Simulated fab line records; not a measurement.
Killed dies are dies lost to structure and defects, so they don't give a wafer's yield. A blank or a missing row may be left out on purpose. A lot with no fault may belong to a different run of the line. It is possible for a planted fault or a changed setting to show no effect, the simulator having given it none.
A struck lot beside a sound one + flow gf180mcu + 44 steps out of a route of 602
Sound: the wafers L874.2, L874.3, L874.4. Wafers L884.1, L884.3, L884.5 were the ones struck. The cause is named last.
At each step with rows: each side's tool, then ch and its chambers, then its first start. Under that, the readings that differ: sound wafers + struck wafers + difference of the means + sigmas: that difference in standard deviations of wafers without a fault.
alike: readings whose means differ by less than 2 such deviations, and words and numbers that are the same on both sides. not compared: withheld readings, readings that some wafer has no value for, bounds like >300 that may hide the same value, and numbers for which the record gives no deviation and whose values overlap.
The two part at a step that has a row with sigmas, a row that says differs or no value, or rows on one side only. Numbers that have no deviation but don't overlap get no sigmas and don't part them. A reading missing from all wafers of one side parts the sides only when that side holds two or more wafers.

first, 1 step without rows for these wafers: GF_POLY_GATE_OXIDATION_16 (stabilise 600 s, purge 300 s, target thk 4 nm).
GF_POLY_GATE_THK_MEAS_17:
  sound: filmMetro-01 at day 9 20:03; struck: filmMetro-01 at day 13 00:43
  alike: POLY_GATE_OXIDATION_THK
GF_POLY_GATE_CD_MEAS_18:
  sound: cdSem-01 at day 9 20:07; struck: cdSem-02 at day 13 00:46
  alike: cdNm
then, 7 steps without rows for these wafers: GF_HV_LDD_DEHYDRATE_00 (time 60 s); GF_HV_LDD_HMDS_01 (prime time 60 s); GF_HV_LDD_COAT_02 (resist thk 1000 nm); GF_HV_LDD_SOFTBAKE_03 (time 60 s); GF_HV_LDD_EXPOSE_04 (exposes mask Nplus LV AREA, target cd 400 nm); GF_HV_LDD_PEB_05; GF_HV_LDD_DEVELOP_06 (develop time 60 s).
GF_HV_LDD_CD_MEAS_07: the cd target is 400 nm.
  sound: cdSem-01 at day 10 13:54; struck: cdSem-01 at day 13 21:28
  alike: cdNm
GF_HV_LDD_OVL_MEAS_08:
  sound: overlay-01 at day 10 14:00; struck: overlay-02 at day 13 21:35
  alike: HV_LDD_OVL
GF_HV_LDD_IMPLANT_09:
  sound on implanter-01 ch 0, day 10 14:04; struck on implanter-04 ch 0, day 13 21:56
GF_HV_LDD_STRIP_10: strips in O2/N2.
  sound on plasmaAsher-04 ch 0,1, day 10 14:11; struck on plasmaAsher-03 ch 0,1, day 13 22:05
  alike: drypumpMotorCurrentA, heaterPowerW, oesProductAu, stripTimeToEndpointS
  not compared: rfHoursCounterH
GF_HV_LDD_TW_MEAS_11:
  sound: filmMetro-02 at day 10 14:17; struck: filmMetro-03 at day 13 22:25
| reading   | sound          | struck         | difference | sigmas |
|-----------|----------------|----------------|------------|--------|
| HV_LDD_TW | 2464 2452 2448 | 2828 2839 2815 | +373       | +12    |
then, 7 steps without rows for these wafers: GF_HV_LDD_DEHYDRATE_12 (time 60 s); GF_HV_LDD_HMDS_13 (prime time 60 s); GF_HV_LDD_COAT_14 (resist thk 1000 nm); GF_HV_LDD_SOFTBAKE_15 (time 60 s); GF_HV_LDD_EXPOSE_16 (exposes mask Pplus LV AREA, target cd 400 nm); GF_HV_LDD_PEB_17; GF_HV_LDD_DEVELOP_18 (develop time 60 s).
GF_HV_LDD_CD_MEAS_19: the cd target is 400 nm.
  sound: cdSem-02 at day 11 08:32; struck: cdSem-02 at day 14 18:56
  alike: cdNm
GF_HV_LDD_OVL_MEAS_20:
  sound: overlay-01 at day 11 08:39; struck: overlay-02 at day 14 19:03
  alike: HV_LDD_01_OVL
next, for these wafers, 1 step has no rows: GF_HV_LDD_IMPLANT_21.
GF_HV_LDD_STRIP_22: strips in O2/N2.
  sound on plasmaAsher-04 ch 0,1, day 11 08:50; struck on plasmaAsher-02 ch 0,1, day 14 19:14
  alike: drypumpMotorCurrentA, heaterPowerW, oesProductAu, stripTimeToEndpointS
  not compared: rfHoursCounterH
GF_HV_LDD_TW_MEAS_23:
  sound: filmMetro-02 at day 11 08:56; struck: filmMetro-03 at day 14 19:20
| reading     | sound          | struck         | difference | sigmas |
|-------------|----------------|----------------|------------|--------|
| HV_LDD_2_TW | 1081 1082 1084 | 1051 1052 1045 | -33        | -3     |
then, 7 steps without rows for these wafers: GF_HV_LDD_DEHYDRATE_24 (time 60 s); GF_HV_LDD_HMDS_25 (prime time 60 s); GF_HV_LDD_COAT_26 (resist thk 1000 nm); GF_HV_LDD_SOFTBAKE_27 (time 60 s); GF_HV_LDD_EXPOSE_28 (exposes mask Nplus HV AREA, target cd 400 nm); GF_HV_LDD_PEB_29; GF_HV_LDD_DEVELOP_30 (develop time 60 s).
GF_HV_LDD_CD_MEAS_31: the cd target is 400 nm.
  sound: cdSem-02 at day 12 03:59; struck: cdSem-01 at day 15 16:19
| reading   | sound             | struck            | difference | sigmas |
|-----------|-------------------|-------------------|------------|--------|
| cdNm (nm) | 404.6 405.3 404.2 | 397.1 397.0 396.0 | -8.0       | -3     |
GF_HV_LDD_OVL_MEAS_32:
  sound: overlay-01 at day 12 04:06; struck: overlay-01 at day 15 16:26
  alike: HV_LDD_02_OVL
then, 4 steps without rows for these wafers: GF_HV_LDD_IMPLANT_33; GF_HV_LDD_IMPLANT_34; GF_HV_LDD_IMPLANT_35; GF_HV_LDD_IMPLANT_36.
GF_HV_LDD_STRIP_37: strips in O2/N2.
  sound on plasmaAsher-02 ch 0,1, day 12 04:44; struck on plasmaAsher-02 ch 0,1, day 15 17:05
  alike: drypumpMotorCurrentA, heaterPowerW, oesProductAu, stripTimeToEndpointS
  not compared: rfHoursCounterH
GF_HV_LDD_TW_MEAS_38:
  sound: filmMetro-03 at day 12 04:50; struck: filmMetro-04 at day 15 17:11
  alike: HV_LDD_3_TW
GF_HV_LDD_RS_MEAS_53: uses a four-point probe to measure.
  sound: filmMetro-04 at day 13 00:53; struck: filmMetro-03 at day 16 15:59
| reading            | sound             | struck            | difference | sigmas      |
|--------------------|-------------------|-------------------|------------|-------------|
| HV_LDD_RS (ohm/sq) | 416.8 416.5 417.2 | 312.6 312.2 312.5 | -104.4     | -99 or more |
next, for these wafers, 1 step has no rows: GF_PASSIVATION_PROBE_99.

WHERE THEY PART
First at GF_HV_LDD_TW_MEAS_11; last, within this record, at GF_HV_LDD_RS_MEAS_53.

WHY: the cause the simulator had injected
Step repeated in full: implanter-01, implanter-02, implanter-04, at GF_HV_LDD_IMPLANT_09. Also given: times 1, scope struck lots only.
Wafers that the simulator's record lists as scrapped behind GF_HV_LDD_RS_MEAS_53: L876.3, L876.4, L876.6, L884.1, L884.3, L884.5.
